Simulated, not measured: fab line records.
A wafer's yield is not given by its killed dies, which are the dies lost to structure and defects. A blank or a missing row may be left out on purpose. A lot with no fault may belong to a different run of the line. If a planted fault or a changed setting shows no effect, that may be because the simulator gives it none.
Problem report in the 8D (eight disciplines) form, filled by code    flow gf180mcu    the parts of the form that need people (team, actions taken, sign-off) are left out

== 1. PROBLEM STATEMENT ==
Mean HV_LDD_CVD_54_THK at GF_HV_LDD_THK_MEAS_55: 8.77 nm over 9 wafers in 3 lots; fault-free wafers: 9.96 nm, standard deviation 0.13. That is -9.1 standard deviations from the usual mean.
Earliest sighting: wafer L802.1 on filmMetro-04 at day 17 13:43. The record has a number at this step for 45 wafers belonging to 15 lots. By rule, "out" or "out of limits" means more than 4 standard deviations away from the usual mean. All remaining wafers that have a number are taken as sound.

== 2. WHAT IT IS; WHAT IT IS NOT ==
question                     is                          is not
which readings at this step  HV_LDD_CVD_54_THK           -
which lots                   L802, L803, L807            L788, L789, L790, L791, L793, L794, L795, L796, L797, L800, L801, L810
which wafers of those lots   all that have a number      -
read on which gauges         filmMetro-03, filmMetro-04  filmMetro-01
when                         from day 17 13:43           up to then (33 sound wafers); but 3 sound wafers of L810 came after

== 3. WHAT RULES OUT EACH SUSPECT ==
Counting: a tool at a process step up to the reading stays a suspect if it ran every lot that is out and no sound lot after the first of them.
- the gauge at GF_HV_LDD_THK_MEAS_55 has been ruled out. The wafers that are out were read on 2 gauges (filmMetro-03, filmMetro-04).
- lpcvd-02 at GF_HV_LDD_CVD_54 (deposits SiO2 from TEOS, target thk 10 nm, time 75 s): kept. All lots that are out passed through it, beginning with L802 at day 17 12:41, and no sound lot followed; its final sound lot before that point was L797 at day 15 17:41.
After counting, what remains is lpcvd-02 at GF_HV_LDD_CVD_54.

== 4. THE CAUSE (what the simulator had put in) ==
Site profile drift: lpcvd-02, from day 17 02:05 on, at GF_HV_LDD_CVD_54. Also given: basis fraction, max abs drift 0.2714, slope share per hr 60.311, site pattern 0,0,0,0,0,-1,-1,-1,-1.
After counting, this tool was the only one left.

== 5. THE EFFECT CHAIN, in route order ==
Rows list readings where the struck wafers' mean (over those with a number) sits beyond 3 standard deviations from the usual. Only readings for which the record gives a usual standard deviation are gone through. hours: the time from each lot's start at the first step in this table that gives one to its start at this step, as a median over the lots. sigmas: the change in usual standard deviations.
hours  step                   reading            usual    on struck wafers  change  sigmas
0      GF_HV_LDD_THK_MEAS_55  HV_LDD_CVD_54_THK  9.96 nm  8.77              -1.19   -9.1
Later measuring or inspecting steps at which every struck wafer that the step has a row for has a number for every such reading, and none has moved that far: GF_PSD_CD_MEAS_07, GF_PSD_OVL_MEAS_08.

== 6. WHAT WOULD HAVE CAUGHT IT SOONER ==
12 hours passed between the start of the fault at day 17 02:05 and the first reading out of limits at a measuring or inspecting step in this record, taken at day 17 13:43.
Lots out: 3; of these, L803, L807 started GF_HV_LDD_CVD_54 on lpcvd-02 after day 17 13:43. A hold on the tool at that time would have spared those 2.
